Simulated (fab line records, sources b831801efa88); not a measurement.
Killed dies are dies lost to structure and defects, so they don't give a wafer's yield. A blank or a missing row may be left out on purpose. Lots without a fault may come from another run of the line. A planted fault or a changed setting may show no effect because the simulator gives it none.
fab line records | flow sky130
record lots=9 wafers=27 last_day=50
route steps=708 shown METAL1@450 METAL2@485 PAD_OPEN@708
lots that met no fault: from a run of the same line without faults
start_h: hours from the record's first day to the start of the lot's first wafer shown | wait_h: hours since the lot's step before | " the same as in the row above | L1.1+2: a row that stands for several wafers | - no value, or no start given | * or withheld: withheld | < > ~ a bound
route shown NAME@n: a module of which the file shows steps, and the number in the route of the first | usual: mean/standard deviation of fault-free wafers | same: alike in all rows | chamber/n: place in a boat | sites: the reading at each site | _std_site: their standard deviation | _edge_site: outer sites' mean less inner sites' | radius_mm: how far each site lies from the wafer's centre | mask NAME#n: copy n | behind: the tool/chamber that last shaped the wafer | hold: why the lot was held/for how many hours/how that ended | device: the transistor (n, p or np) that didn't switch | end of line: the same wafers' tests at the end of the route | a step without rows: its recipe alone | killed: dies lost to structure and defects at the first sort, not the wafer's yield | map: a wafer's dies, x killed, . not, _ none there
set.NAME: the setting as run; set.NAME@STEP: as run at that earlier step | model.NAME: the simulator's own value behind a step, which no gauge read
steps of the route over a sample of lots; a table a step, a row a wafer
services: from which hour (start_h, from the record's first day; less than 0 if before it) a tool's chamber was out of use, for how many hours, and why
## steps
# step SKY_METAL1_OVL_MEAS_16
# usual METAL1_OVL=1/5
# columns lot.wafer tool chamber start_h wait_h METAL1_OVL[nm]
L521.3 overlay-01 - 762.98 0.1 11
L521.4 " - " " 11
L521.5 " - " " 9
L524.4 overlay-01 - 787.19 0.1 5
L524.5 " - " " -11
L524.6 " - " " -5
L528.1 overlay-02 - 819.82 0.1 0
L528.4 " - " " -7
L528.6 " - " " 4
L530.1 overlay-02 - 838.12 0.1 1
L530.2 " - " " -2
L530.3 " - " " 5
L533.1 overlay-02 - 903.05 0.1 0
L533.2 " - " " 2
L533.3 " - " " -8
L535.2 overlay-02 - 907.48 0.1 3
L535.3 " - " " 3
L535.6 " - " " -3
L538.1 overlay-02 - 914.10 0.1 -4
L538.2 " - " " -8
L538.3 " - " " -10
L539.1 overlay-01 - 915.61 0.1 8
L539.3 " - " " -1
L539.6 " - " " 3
L540.2 overlay-02 - 920.77 0.1 -4
L540.4 " - " " -2
L540.6 " - " " -1
# step SKY_METAL1_DESCUM_17
# recipe chemistry=O2 source_power_w=150 bias_power_w=0 pressure_mtorr=10 temp_c=40 time_s=8
# usual drypump_motor_current_A=5.83/0.29 oes_product_au=0.994/0.0071 temp_c=39.99/0.12
# columns lot.wafer tool chamber start_h wait_h drypump_motor_current_A oes_product_au rf_hours_counter_h temp_c
L521.3 rie_metal-02 0 763.02 0.0 5.94 0.998 - 40.02
L521.4 " 1 " " 5.55 0.999 - 39.94
L521.5 " 1 " " 5.52 1.007 - 39.99
L524.4 rie_metal-01 0 787.22 0.0 5.53 0.998 - 39.84
L524.5 " 1 " " 6.22 0.990 - 39.83
L524.6 " 0 " " 5.53 1.001 - 40.04
L528.1 rie_metal-01 1 819.86 0.0 6.23 0.993 15 40.15
L528.4 " 1 " " 6.25 0.981 - 39.92
L528.6 " 0 " " 5.48 1.004 - 40.01
L530.1 rie_metal-03 0 838.16 0.0 5.75 0.996 16 39.99
L530.2 " 1 " " 6.14 0.997 2 39.84
L530.3 " 1 " " 6.17 0.985 - 39.83
L533.1 rie_metal-01 1 903.08 0.0 6.23 0.998 18 40.12
L533.2 " 0 " " 5.51 0.994 10 39.97
L533.3 " 1 " " 6.21 1.006 - 39.89
L535.2 rie_metal-03 1 907.51 0.0 6.18 0.986 5 40.24
L535.3 " 0 " " 5.74 0.994 - 39.76
L535.6 " 0 " " 5.77 0.998 - 39.90
L538.1 rie_metal-01 0 914.14 0.0 5.47 1.001 10 40.16
L538.2 " 0 " " 5.52 0.988 - 39.96
L538.3 " 0 " " 5.53 0.993 - 39.97
L539.1 rie_metal-02 1 915.65 0.0 5.54 1.000 9 39.96
L539.3 " 1 " " 5.54 0.995 - 39.99
L539.6 " 0 " " 5.90 0.986 - 40.14
L540.2 rie_metal-03 0 920.80 0.0 5.73 0.984 19 40.09
L540.4 " 1 " " 6.17 0.991 - 39.99
L540.6 " 0 " " 5.75 0.996 - 39.90
# step SKY_METAL2_SPUTTER_02
# recipe material=AlCu target_thk_nm=250 power_w=10600 time_s=13.3 chamber_pressure_pa=0.4
# usual throttle_valve_pct=29.4/1.1
# columns lot.wafer tool chamber start_h wait_h throttle_valve_pct
L521.3 pvd_sputter-01 - 792.96 0.0 29.6
L521.4 " - " " 28.1
L521.5 " - " " 29.5
L524.4 pvd_sputter-03 - 817.30 0.0 28.5
L524.5 " - " " 30.1
L524.6 " - " " 31.0
L528.1 pvd_sputter-01 - 849.01 0.0 30.0
L528.4 " - " " 27.3
L528.6 " - " " 29.5
L530.1 pvd_sputter-02 - 866.63 0.0 30.5
L530.2 " - " " 29.2
L530.3 " - " " 28.9
L533.1 pvd_sputter-01 - 931.90 0.0 30.1
L533.2 " - " " 27.4
L533.3 " - " " 28.7
L535.2 pvd_sputter-01 - 936.06 0.0 30.3
L535.3 " - " " 27.3
L535.6 " - " " 29.9
L538.1 pvd_sputter-01 - 941.73 0.0 28.2
L538.2 " - " " 27.6
L538.3 " - " " 29.4
L539.1 pvd_sputter-02 - 943.39 0.0 30.9
L539.3 " - " " 28.8
L539.6 " - " " 30.6
L540.2 pvd_sputter-02 - 948.26 0.0 29.4
L540.4 " - " " 29.0
L540.6 " - " " 30.7
# step SKY_METAL2_RS_MEAS_05
# recipe thk_meas_gauge=four-point-probe reads=TiN_of_METAL2_SPUTTER_04+Ti_of_METAL2_SPUTTER_03+AlCu_of_METAL2_SPUTTER_02+TiN_of_METAL2_SPUTTER_01+Ti_of_METAL2_SPUTTER_00
# usual METAL2_ALCU_RS=0.1271/0.0016
# columns lot.wafer tool chamber start_h wait_h hold METAL2_ALCU_RS[ohm/sq]
L521.3 film_metro-03 - 793.09 0.1 - 0.1256
L521.4 " - " " - 0.1264
L521.5 " - " " - 0.1269
L524.4 film_metro-01 - 817.45 0.1 - 0.1265
L524.5 " - " " - 0.1282
L524.6 " - " " - 0.1268
L528.1 film_metro-02 - 849.10 0.0 - 0.1266
L528.4 " - " " - 0.1257
L528.6 " - " " - 0.1251
L530.1 film_metro-01 - 866.73 0.0 - 0.1275
L530.2 " - " " - 0.1255
L530.3 " - " " - 0.1248
L533.1 film_metro-02 - 931.99 0.0 await_dispo/0.2h/release 0.1727
L533.2 " - " " await_dispo/0.2h/release 0.1753
L533.3 " - " " await_dispo/0.2h/release 0.1735
L533.1 film_metro-02 - 932.28 0.3 - 0.1730
L533.2 " - " " - 0.1755
L533.3 " - " " - 0.1728
L535.2 film_metro-02 - 936.17 0.0 await_dispo/0.2h/release 0.1718
L535.3 " - " " await_dispo/0.2h/release 0.1734
L535.6 " - " " await_dispo/0.2h/release 0.1727
L535.2 film_metro-02 - 936.46 0.3 - 0.1718
L535.3 " - " " - 0.1733
L535.6 " - " " - 0.1729
L538.1 film_metro-03 - 941.82 0.0 await_dispo/0.2h/release 0.1770
L538.2 " - " " await_dispo/0.2h/release 0.1764
L538.3 " - " " await_dispo/0.2h/release 0.1771
L538.1 film_metro-03 - 942.11 0.3 - 0.1769
L538.2 " - " " - 0.1760
L538.3 " - " " - 0.1772
L539.1 film_metro-03 - 943.49 0.0 - 0.1263
L539.3 " - " " - 0.1255
L539.6 " - " " - 0.1271
L540.2 film_metro-02 - 948.37 0.0 - 0.1272
L540.4 " - " " - 0.1260
L540.6 " - " " - 0.1275
# step SKY_METAL2_THK_MEAS_06
# recipe thk_meas_gauge=xrf reads=AlCu_of_METAL2_SPUTTER_02
# usual METAL2_ALCU_THK=245/3.5
# columns lot.wafer tool chamber start_h wait_h hold METAL2_ALCU_THK[nm]
L521.3 film_metro-03 - 793.19 0.1 - 244
L521.4 " - " " - 243
L521.5 " - " " - 242
L524.4 film_metro-01 - 817.54 0.1 - 251
L524.5 " - " " - 244
L524.6 " - " " - 248
L528.1 film_metro-02 - 849.22 0.1 - 246
L528.4 " - " " - 247
L528.6 " - " " - 247
L530.1 film_metro-01 - 866.85 0.1 - 245
L530.2 " - " " - 250
L530.3 " - " " - 249
L533.1 film_metro-02 - 937.92 5.6 await_dispo/0.2h/release 200
L533.2 " - " " await_dispo/0.2h/release 197
L533.3 " - " " await_dispo/0.2h/release 199
L533.1 film_metro-02 - 938.16 0.2 - 199
L533.2 " - " " - 197
L533.3 " - " " - 198
L535.2 film_metro-02 - 943.23 6.7 await_dispo/0.2h/release 202
L535.3 " - " " await_dispo/0.2h/release 200
L535.6 " - " " await_dispo/0.2h/release 200
L535.2 film_metro-02 - 943.55 0.3 - 200
L535.3 " - " " - 199
L535.6 " - " " - 201
L539.1 film_metro-03 - 943.61 0.1 - 244
L539.3 " - " " - 247
L539.6 " - " " - 244
L538.1 film_metro-03 - 947.51 5.4 await_dispo/0.2h/release 193
L538.2 " - " " await_dispo/0.2h/release 193
L538.3 " - " " await_dispo/0.2h/release 192
L538.1 film_metro-03 - 947.74 0.2 - 194
L538.2 " - " " - 193
L538.3 " - " " - 192
L540.2 film_metro-02 - 948.48 0.1 - 248
L540.4 " - " " - 248
L540.6 " - " " - 247
# step SKY_METAL2_CD_MEAS_15
# recipe target_cd_nm=140
# usual cd_nm=139.6/1.6
# columns lot.wafer tool chamber start_h wait_h cd_nm
L521.3 cd_sem-02 - 820.98 - 140.7
L521.4 " - " " 141.5
L521.5 " - " " 141.6
L524.4 cd_sem-02 - 844.16 - 139.9
L524.5 " - " " 139.3
L524.6 " - " " 139.3
L528.1 cd_sem-02 - 874.39 - 135.0
L528.4 " - " " 136.6
L528.6 " - " " 136.3
L530.1 cd_sem-01 - 892.29 - 138.7
L530.2 " - " " 139.9
L530.3 " - " " 138.4
L533.1 cd_sem-02 - 956.11 - 141.3
L533.2 " - " " 139.8
L533.3 " - " " 139.6
L535.2 cd_sem-02 - 960.28 - 139.2
L535.3 " - " " 139.2
L535.6 " - " " 139.4
L538.1 cd_sem-02 - 965.85 - 143.0
L538.2 " - " " 142.6
L538.3 " - " " 142.0
L539.1 cd_sem-02 - 967.56 - 138.7
L539.3 " - " " 139.6
L539.6 " - " " 138.9
L540.2 cd_sem-02 - 972.76 - 140.3
L540.4 " - " " 140.2
L540.6 " - " " 139.9
# step SKY_METAL2_METAL_ETCH_19
# recipe target_depth_a=3600 stop_on=SiO2 over_etch_frac=0.3 time_s=78 chemistry=Cl2/BCl3 resist_sidewall_deg=88 pressure_mtorr=10 icp_w=900 bias_w=48.5 Cl2_flow_sccm=60 bcl3_flow_sccm=30
# usual bias_w=48.48/0.14 drypump_motor_current_A=5.99/0.3 oes_product_au=0.855/0.0057 throttle_valve_pct=22.266/0.0089
# columns lot.wafer tool chamber start_h wait_h bias_w drypump_motor_current_A oes_product_au rf_hours_counter_h throttle_valve_pct
L521.3 rie_metal-04 0 821.22 0.1 48.66 6.07 0.851 - 22.264
L521.4 " 1 " " 48.33 6.27 0.855 - 22.268
L521.5 " 1 " " 48.41 6.33 0.855 - 22.261
L524.4 rie_metal-01 0 844.38 0.1 48.50 5.53 0.858 - 22.260
L524.5 " 1 " " 48.56 6.26 0.853 - 22.270
L524.6 " 0 " " 48.64 5.54 0.842 - 22.275
L528.1 rie_metal-01 0 874.64 0.0 48.47 5.52 0.857 9 22.243
L528.4 " 1 " " 48.33 6.24 0.849 - 22.260
L528.6 " 1 " " 48.56 6.26 0.860 - 22.279
L530.1 rie_metal-03 0 892.54 0.0 48.43 5.75 0.864 18 22.258
L530.2 " 1 " " 48.59 6.20 0.857 4 22.263
L530.3 " 0 " " 48.77 5.75 0.859 - 22.256
L533.1 rie_metal-01 0 956.36 0.0 48.62 5.52 0.787 13 22.267
L533.2 " 1 " " 48.61 6.23 0.788 1 22.262
L533.3 " 0 " " 48.45 5.53 0.796 - 22.266
L535.2 rie_metal-03 0 960.51 0.0 48.48 5.76 0.796 20 22.268
L535.3 " 1 " " 48.53 6.14 0.788 - 22.267
L535.6 " 0 " " 48.52 5.80 0.790 - 22.264
L538.1 rie_metal-04 0 966.10 0.0 48.47 6.06 0.789 12 22.288
L538.2 " 1 " " 48.61 6.33 0.785 9 22.255
L538.3 " 1 " " 48.65 6.33 0.781 - 22.256
L539.1 rie_metal-01 0 967.81 0.0 48.17 5.50 0.860 14 22.265
L539.3 " 0 " " 48.29 5.50 0.855 - 22.270
L539.6 " 0 " " 48.45 5.53 0.849 - 22.264
L540.2 rie_metal-01 1 972.99 0.0 48.35 6.26 0.850 2 22.272
L540.4 " 1 " " 48.55 6.24 0.854 - 22.255
L540.6 " 0 " " 48.53 5.51 0.854 - 22.261
# step SKY_PAD_OPEN_PROBE_99
# usual defect_limited_yield=82.6/2 killed_at_M0_to_M3=43/7.3 killed_at_M4_up=3.4/1.7 killed_at_contacts=24/4.5 killed_at_front_end=16/4.4 killed_at_other=0.2/0.51 killed_dies=86/9.7 killed_open=46/6.6 killed_short=39/7.1 sort_bin_3_pad_short=0.9/0.45 sort_bin_5_function=10.4/1.4 sort_bin_6_memory=6.2/1.2 sort_n_pass=406/9.7 sort_yield_pct=82.6/2
# same gross_dies=492 killed_at_back_side=0 sort_bin_4_leakage[%]=0 sort_bin_8_speed[%]=0
# columns lot.wafer tool chamber start_h wait_h defect_limited_yield[%] killed_at_M0_to_M3 killed_at_M4_up killed_at_contacts killed_at_front_end killed_at_other killed_dies killed_open killed_short sort_bin_3_pad_short[%] sort_bin_5_function[%] sort_bin_6_memory[%] sort_n_pass sort_yield_pct[%]
L533.1 prober-01 - 1180.46 0.1 81.5 50 3 14 23 1 91 44 47 2.4 10.4 5.7 401 81.5
L533.3 prober-01 - 1180.56 0.2 79.9 60 1 20 18 0 99 51 47 2.0 11.4 6.7 393 79.9
L535.3 prober-01 - 1182.06 0.2 80.1 49 6 28 14 1 98 59 38 0.8 12.8 6.3 394 80.1
L535.6 prober-01 - 1182.21 0.2 84.6 48 1 14 13 0 76 34 42 1.0 8.7 5.7 416 84.6
L538.2 prober-01 - 1185.34 0.1 85.4 47 2 17 6 0 72 42 30 0.4 8.7 5.5 420 85.4
L538.3 prober-01 - 1185.39 0.2 82.1 41 1 22 23 1 88 42 46 0.6 9.6 7.7 404 82.1
# killed by level:class
L533.1 FIELD_ISO:geometric_particle:open=9 VIA1:geometric_particle:open=7 VIA1:geometric_particle:short=7 VIA2:geometric_particle:open=7 VIA3:geometric_particle:open=6 LI_CONTACT:geometric_particle:open=5 VIA2:geometric_particle:short=5 METAL3:geometric_particle:short=5
L533.3 VIA1:geometric_particle:open=20 METAL1:geometric_particle:short=8 LI_CONTACT:geometric_particle:open=7 CONTACT:geometric_particle:short=7 VIA2:geometric_particle:open=5 VIA3:geometric_particle:open=5 POLY_GATE:geometric_particle:open=4 METAL2:geometric_particle:short=4
L535.3 VIA1:geometric_particle:open=13 CONTACT:geometric_particle:open=12 VIA3:geometric_particle:open=10 VIA1:geometric_particle:short=6 CONTACT:geometric_particle:short=5 METAL4:geometric_particle:short=5 LOCAL_INTERCONNECT:geometric_particle:short=4 POLY_GATE:geometric_particle:open=3
L535.6 METAL1:geometric_particle:short=9 METAL2:geometric_particle:short=8 VIA1:geometric_particle:short=7 VIA2:geometric_particle:open=7 CONTACT:geometric_particle:short=5 VIA1:geometric_particle:open=5 SPACER:geometric_particle:open=4 CONTACT:geometric_particle:open=4
L538.2 VIA1:geometric_particle:open=13 CONTACT:geometric_particle:open=9 METAL2:geometric_particle:short=8 VIA2:geometric_particle:open=6 VIA1:geometric_particle:short=5 VIA3:geometric_particle:open=5 METAL1:geometric_particle:short=4 LOCAL_INTERCONNECT:geometric_particle:short=3
L538.3 VIA1:geometric_particle:open=12 CONTACT:geometric_particle:open=7 FIELD_ISO:geometric_particle:open=6 POLY_GATE:geometric_particle:open=6 METAL2:geometric_particle:short=6 VIA1:geometric_particle:short=6 CONTACT:geometric_particle:short=5 POLY_GATE:geometric_particle:short=5
## services
# columns tool chamber start_h hours kind
pvd_sputter-02 - 743.03 1.1 repair
pvd_sputter-01 - 748.70 4.8 repair
pvd_sputter-02 - 757.44 3.7 repair
rie_metal-03 1 759.58 - clean
rie_metal-03 1 759.58 22.1 scheduled_down
rie_metal-03 1 759.58 22.1 vent_cycle
pvd_sputter-02 - 782.71 1.2 repair
pvd_sputter-02 - 791.87 1.8 repair
pvd_sputter-02 - 802.97 4.8 repair
pvd_sputter-02 - 834.71 1.1 repair
pvd_sputter-02 3 866.73 - consumable_replace:kit
pvd_sputter-02 3 866.73 18.0 scheduled_down
pvd_sputter-01 0 872.37 - consumable_replace:kit
pvd_sputter-01 0 872.37 18.0 scheduled_down
pvd_sputter-01 0 872.37 18.0 vent_cycle
pvd_sputter-02 - 887.64 3.4 repair
pvd_sputter-01 - 890.77 4.1 repair
pvd_sputter-02 - 904.31 11.8 repair
rie_metal-01 1 912.60 - clean
rie_metal-01 1 912.60 14.2 scheduled_down
rie_metal-01 1 912.60 14.2 vent_cycle
pvd_sputter-01 - 925.11 1.4 repair
rie_metal-03 0 927.17 20.9 repair
rie_metal-02 - 959.01 0.9 repair
## key
first_sign step=SKY_METAL2_RS_MEAS_05 reading=visit direction=added
effect step=SKY_METAL2_RS_MEAS_05 reading=METAL2_ALCU_RS direction=up sigmas=29 usual=0.1271 struck=0.1744
effect step=SKY_METAL2_THK_MEAS_06 reading=visit direction=added
effect step=SKY_METAL2_THK_MEAS_06 reading=METAL2_ALCU_THK direction=down sigmas=14 usual=245 struck=197
effect step=SKY_METAL2_METAL_ETCH_19 reading=oes_product_au direction=down sigmas=11 usual=0.855 struck=0.789
met_at SKY_METAL2_SPUTTER_02
struck_lots L533,L535,L538
not_acting_at SKY_METAL1_OVL_MEAS_16,SKY_METAL1_DESCUM_17,SKY_METAL2_CD_MEAS_15
onset_between 849.01 931.90
fault kind=site_profile_drift tool=pvd_sputter-01 chamber=- onset_h=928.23 steps=SKY_METAL2_SPUTTER_02 basis=fraction max_abs_drift=0.43613 slope_share_per_hr=96.917 site_pattern=0,0,0,0,0,-1,-1,-1,-1
